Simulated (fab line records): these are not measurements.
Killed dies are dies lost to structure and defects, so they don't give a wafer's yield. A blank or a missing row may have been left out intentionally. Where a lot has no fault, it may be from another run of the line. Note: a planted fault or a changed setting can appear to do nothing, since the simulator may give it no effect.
A lot that was struck, set against a sound lot | flow sky130 | 25 out of 708 route steps
Sound: wafers L166.2, L166.4, L166.6. Wafers struck: L170.1, L170.3, L170.4. The cause is given at the end.
Each step with rows lists, per side, the tool, then ch with its chambers, then its first start. Under that, the readings that differ: sound wafers | struck wafers | difference of the means | sigmas: that difference in standard deviations of wafers without a fault.
alike: same words and numbers on both sides, and readings whose means sit less than 2 such deviations apart. not compared: any withheld reading, any reading some wafer has no value for, any bound like >300 that may hide the same value, and any number with overlapping values for which the record gives no deviation.
Wherever a step has rows on one side only, a row that says differs or no value, or a row with sigmas, the two part there. Numbers that don't overlap but have no deviation are shown without sigmas and don't part them. Lack of a reading on every wafer of one side parts them only where that side has two or more wafers.

first, 7 steps without rows for these wafers: SKY_FIELD_ISO_HMDS_06 (prime time 60 s); SKY_FIELD_ISO_COAT_07 (resist thk 60 nm); SKY_FIELD_ISO_COAT_08 (resist thk 450 nm); SKY_FIELD_ISO_SOFTBAKE_09 (time 90 s); SKY_FIELD_ISO_EXPOSE_10 (exposes mask FOM, target cd 150 nm); SKY_FIELD_ISO_PEB_11; SKY_FIELD_ISO_DEVELOP_12 (develop time 60 s).
SKY_FIELD_ISO_CD_MEAS_13: the cd target is 150 nm.
  sound on cd-sem-01 at day 3 07:29; struck on cd-sem-01 at day 4 03:30
  alike: cd-nm
SKY_FIELD_ISO_ETCH_14: etches BARC in N2/H2, stops on SiO2, time 45.9 s, target depth 60 nm.
  sound on rie-diel-03 ch 1,2,3, day 3 07:35; struck on rie-diel-04 ch 0,1,2, day 4 03:37
  alike: drypump-motor-current-A, oes-product-au, run-length-s, throttle-valve-pct
  not compared: rf-hours-counter-h
SKY_FIELD_ISO_ETCH_15: etches the open film in CHF3/O2, stops on Si, target depth 180 nm, time 72 s.
  sound on rie-diel-03 ch 1,2,3, day 3 07:38; struck on rie-diel-04 ch 0,1,2, day 4 03:40
  alike: drypump-motor-current-A, oes-product-au, run-length-s, throttle-valve-pct
  not compared: rf-hours-counter-h
SKY_FIELD_ISO_STRIP_16: strips in O2/N2.
  sound on plasma-asher-02 ch 0,1, day 3 07:41; struck on plasma-asher-04 ch 0,1, day 4 03:43
  alike: drypump-motor-current-A, o2-flow-sccm, oes-product-au, strip-time-to-endpoint-s
  not compared: rf-hours-counter-h
SKY_FIELD_ISO_ETCH_17: etches Si in HBr/Cl2/O2, target depth 342 nm, time 97.7 s.
  sound on rie-si-01 ch 1,3, day 3 07:47; struck on rie-si-02 ch 0,1,3, day 4 03:49
  alike: drypump-motor-current-A, oes-product-au, run-length-s, throttle-valve-pct
  not compared: rf-hours-counter-h
SKY_FIELD_ISO_WET_ETCH_18: etches Si3N4 in H3PO4, target depth 25 nm, time 286 s.
  sound on wet-bench-04 ch 0, day 3 07:51; struck on wet-bench-01 ch 3, day 4 03:53
  reading                                     | sound             | struck          | difference | sigmas
  run-length-s (s)                            | 319 319 319       | 485 485 485     | +166       | +55
  model.Si3N4_of_FIELD_ISO_CVD_03.thk-nm (nm) | 123.6 124.2 123.7 | 107.8 108.6 108 | -15.7      |
then, 4 steps without rows for these wafers: SKY_FIELD_ISO_CLEAN_19 (cleans in SC1/SC2, time 150 s); SKY_FIELD_ISO_CLEAN_20 (cleans in dHF, time 20 s); SKY_FIELD_ISO_WET_ETCH_21 (etches SiO2 in dHF, target depth 20 nm, time 400 s); SKY_FIELD_ISO_OXIDATION_22 (stabilise 600 s, purge 300 s, target thk 10 nm).
SKY_FIELD_ISO_THK_MEAS_23:
  sound on film-metro-02 at day 3 10:04; struck on film-metro-04 at day 4 05:50
  alike: FIELD_ISO_OXIDATION_01_THK
then, 1 step without rows for these wafers: SKY_FIELD_ISO_CVD_24 (deposits SiO2, target thk 595 nm, time 99.2 s).
SKY_FIELD_ISO_THK_MEAS_25:
  sound on film-metro-04 at day 3 10:11; struck on film-metro-04 at day 4 05:58
  alike: FIELD_ISO_CVD_24_THK
then, 1 step without rows for these wafers: SKY_FIELD_ISO_ANNEAL_26 (time 1800 s).
SKY_FIELD_ISO_CMP_27: polishes, stops on Si3N4, t overpolish 16 s, target thk 457.8 nm.
  sound on cmp-02 ch 1,3, day 3 11:47; struck on cmp-02 ch 1,2,3, day 4 07:35
  alike: motor-current-A
SKY_FIELD_ISO_WET_ETCH_28: etches SiO2 in dHF, target depth 23.7 nm, time 47 s.
  sound on wet-bench-04 ch 1, day 3 12:02; struck on wet-bench-03 ch 3, day 4 07:50
  reading                                     | sound             | struck          | difference | sigmas
  run-length-s (s)                            | 78.9 78.9 78.9    | 73.6 73.6 73.6  | -5.3       | -3
  model.Si3N4_of_FIELD_ISO_CVD_03.thk-nm (nm) | 117.7 118.3 117.8 | 101.9 102.6 102 | -15.8      |
then, 1 step without rows for these wafers: SKY_FIELD_ISO_WET_ETCH_29 (etches Si3N4 in H3PO4, target depth 160 nm, time 1825 s).
-- the record jumps here: 44 days lie between the struck wafers' starts before and after (it left off in module FIELD_ISO and takes up again in module PAD_OPEN, whose first step shown is number 708 of the route) --
SKY_PAD_OPEN_PROBE_99:
  sound on prober-02 at day 47 08:45; struck on prober-02 at day 48 08:29
  reading                                   | sound                | struck               | difference | sigmas
  model.etest.cap-li-to-poly.c-af-um2       | 97.56 98.51 96.86    | 95.49 92.8 91.15     | -4.50      |
  model.etest.cap-poly-to-well.c-af-um2     | 90.03 91.42 92.3     | 96.74 96.27 92.55    | +3.94      |
  model.etest.field-p.vt-v (V)              | -41.2 -41.25 -39.86  | -39.38 -38.55 -38.74 | +1.88      |
  model.etest.field-n.vt-v (V)              | 35.93 36 35.62       | 33.77 33.16 33.23    | -2.46      |
  model.etest.sram-nfet-pass.off-log10-a-um | -12.48 -12.53 -12.69 | -13.21 -13.3 -12.92  | -0.58      |
  model.etest.sram-nfet-pass.vt-v (V)       | 0.6503 0.6639 0.6636 | 0.7254 0.7164 0.6667 | +0.0436    |
  model.etest.sram-nfet-pass.vt-sat-v (V)   | 0.5484 0.5647 0.5659 | 0.6249 0.6159 0.566  | +0.0426    |
  alike: killed_at_M0_to_M3, killed_at_M4_up, killed-at-contacts, killed-at-front-end, killed-at-other, killed-dies, killed-on-rim, killed-open, killed-short

== WHERE THEY PART ==
First at SKY_FIELD_ISO_WET_ETCH_18; last, within this record, at SKY_FIELD_ISO_WET_ETCH_28. Later steps at which nothing parts them and some readings are alike: SKY_PAD_OPEN_PROBE_99.

WHY: what had been put in by the simulator
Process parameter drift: wet-bench-01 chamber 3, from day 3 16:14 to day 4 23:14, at SKY_FIELD_ISO_WET_ETCH_18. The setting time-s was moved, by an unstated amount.
